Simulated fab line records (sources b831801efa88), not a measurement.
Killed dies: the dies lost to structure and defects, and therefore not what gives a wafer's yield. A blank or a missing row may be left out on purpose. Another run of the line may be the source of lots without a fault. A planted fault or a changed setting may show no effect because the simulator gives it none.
Matching of chambers || flow gf180mcu || GF_V4_CMP_26 on cmp-01 has 4 sister chambers
The step polishes, stops on SiO2, t overpolish 15 s, target thk 0 nm. 14 wafers are shown with their chamber, then 7 later ones without.

## WAFERS PAIRED WITH THEIR CHAMBERS
{"wafer": "L468.1", "chamber": 0, "motorCurrentA (A)": 12.1, "timeToEndpointS (s)": 76}
{"wafer": "L468.2", "chamber": 2, "motorCurrentA (A)": 11.8, "timeToEndpointS (s)": 87}
{"wafer": "L468.4", "chamber": 3, "motorCurrentA (A)": 9.9, "timeToEndpointS (s)": 84}
{"wafer": "L470.3", "chamber": 0, "motorCurrentA (A)": 12.2, "timeToEndpointS (s)": 83}
{"wafer": "L470.4", "chamber": 3, "motorCurrentA (A)": 9.8, "timeToEndpointS (s)": 87}
{"wafer": "L470.5", "chamber": 3, "motorCurrentA (A)": 9.2, "timeToEndpointS (s)": 84}
{"wafer": "L482.1", "chamber": 3, "motorCurrentA (A)": 10.0, "timeToEndpointS (s)": 86}
{"wafer": "L482.2", "chamber": 1, "motorCurrentA (A)": 11.8, "timeToEndpointS (s)": 89}
{"wafer": "L482.6", "chamber": 3, "motorCurrentA (A)": 9.3, "timeToEndpointS (s)": 86}
{"wafer": "L483.1", "chamber": 2, "motorCurrentA (A)": 11.9, "timeToEndpointS (s)": 86}
{"wafer": "L483.2", "chamber": 0, "motorCurrentA (A)": 12.5, "timeToEndpointS (s)": 79}
{"wafer": "L483.6", "chamber": 3, "motorCurrentA (A)": 9.9, "timeToEndpointS (s)": 85}
{"wafer": "L484.1", "chamber": 1, "motorCurrentA (A)": 11.0, "timeToEndpointS (s)": 86}
{"wafer": "L484.3", "chamber": 0, "motorCurrentA (A)": 12.3, "timeToEndpointS (s)": 75}

SIGNATURES, as means of the wafers listed above
{"reading": "motorCurrentA", "chamber 0": 12.275, "chamber 1": 11.400, "chamber 2": 11.850, "chamber 3": 9.683, "scatter within a chamber": 0.316}
{"reading": "timeToEndpointS", "chamber 0": 78.25, "chamber 1": 87.50, "chamber 2": 86.50, "chamber 3": 85.33, "scatter within a chamber": 2.26}
Rule: for a wafer and a chamber, the distance is found by dividing, reading by reading, the gap between the wafer's reading and the chamber's mean by the reading's scatter, squaring, summing and taking the root. The wafer belongs to the nearest chamber; if the next one is less than 2 further off, it can't be placed. The scatter is the square root of a quotient: the sum, over the shown wafers, of each reading's squared deviation from its chamber's mean, divided by wafers minus chambers.

## WAFERS WITHOUT THEIR CHAMBER
{"wafer": "L484.5", "motorCurrentA (A)": 12.3, "timeToEndpointS (s)": 74}
{"wafer": "L486.1", "motorCurrentA (A)": 11.6, "timeToEndpointS (s)": 84}
{"wafer": "L486.4", "motorCurrentA (A)": 12.0, "timeToEndpointS (s)": 82}
{"wafer": "L486.6", "motorCurrentA (A)": 11.7, "timeToEndpointS (s)": 84}
{"wafer": "L487.1", "motorCurrentA (A)": 11.9, "timeToEndpointS (s)": 85}
{"wafer": "L487.4", "motorCurrentA (A)": 10.4, "timeToEndpointS (s)": 80}
{"wafer": "L487.5", "motorCurrentA (A)": 9.3, "timeToEndpointS (s)": 82}

## WHICH CHAMBER EACH WENT THROUGH
{"wafer": "L484.5", "from the rows above": 0, "in truth": 0}
{"wafer": "L486.1", "from the rows above": "can't be placed: 2 or 1 or 0", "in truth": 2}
{"wafer": "L486.4", "from the rows above": "can't be placed: 0 or 2 or 1", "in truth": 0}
{"wafer": "L486.6", "from the rows above": "can't be placed: 2 or 1 or 0", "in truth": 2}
{"wafer": "L487.1", "from the rows above": "can't be placed: 2 or 1", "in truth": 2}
{"wafer": "L487.4", "from the rows above": "can't be placed: 3 or 1", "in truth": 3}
{"wafer": "L487.5", "from the rows above": 3, "in truth": 3}
2 of 7 placed correctly. These rows do not allow placing 5 (true chamber among the candidates in 5). Number placed wrongly: 0.
